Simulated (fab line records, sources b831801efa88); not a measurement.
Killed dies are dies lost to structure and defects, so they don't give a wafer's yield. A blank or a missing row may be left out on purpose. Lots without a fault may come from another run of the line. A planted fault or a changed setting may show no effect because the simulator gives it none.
Chamber matching | flow sfq_line | SFQ_TRILAYER_I2_CMP_CMP_064 on cmp-02: 4 sister chambers
The step polishes SiO2. 16 wafers are shown with their chamber, then 7 later ones without.

WAFERS WITH THEIR CHAMBER
wafer  | chamber | motor_current_A (A) | time_to_endpoint_s (s)
L373.1 | 3       | 10.9                | 220
L373.3 | 0       | 11.0                | 222
L373.4 | 2       | 10.8                | 223
L377.3 | 0       | 11.7                | 216
L377.5 | 1       | 11.3                | 218
L384.2 | 0       | 11.2                | 208
L384.5 | 2       | 10.6                | 218
L384.6 | 3       | 10.9                | 217
L385.3 | 1       | 11.7                | 225
L385.4 | 2       | 10.5                | 224
L385.5 | 2       | 10.5                | 224
L386.4 | 2       | 11.0                | 229
L386.3 | 0       | 11.1                | 217
L386.5 | 1       | 11.3                | 233
L389.2 | 2       | 9.7                 | 210
L389.4 | 1       | 11.3                | 226

SIGNATURES (means of the wafers above)
reading            | chamber 0 | chamber 1 | chamber 2 | chamber 3 | scatter within a chamber
motor_current_A    | 11.250    | 11.400    | 10.517    | 10.900    | 0.341
time_to_endpoint_s | 215.75    | 225.50    | 221.33    | 218.50    | 6.01
Rule: a wafer's distance from a chamber is the root of the sum, over the readings, of the square of ((its reading less the chamber's mean) divided by the reading's scatter). The wafer belongs to the nearest chamber; if the next one is less than 2 further off, it can't be placed. The scatter: the root of (the sum of the squares of (reading less its chamber's mean) over the shown wafers, divided by (wafers less chambers)).

WAFERS WITHOUT THEIR CHAMBER
wafer  | motor_current_A (A) | time_to_endpoint_s (s)
L389.5 | 10.1                | 217
L391.3 | 10.8                | 219
L391.5 | 11.1                | 223
L391.6 | 10.9                | 224
L393.1 | 10.7                | 218
L393.3 | 10.9                | 219
L393.5 | 10.4                | 215

WHICH CHAMBER EACH WENT THROUGH
wafer  | from the rows above               | in truth
L389.5 | can't be placed: 2 or 3 or 0      | 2
L391.3 | can't be placed: 3 or 2 or 0 or 1 | 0
L391.5 | can't be placed: 3 or 1 or 0 or 2 | 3
L391.6 | can't be placed: 3 or 2 or 1 or 0 | 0
L393.1 | can't be placed: 3 or 2 or 0 or 1 | 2
L393.3 | can't be placed: 3 or 0 or 2 or 1 | 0
L393.5 | can't be placed: 2 or 3 or 0      | 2
Placed correctly: 0 of 7. Can't be placed from these rows: 7 (the true chamber is among the candidates in 7). Placed wrongly: 0.
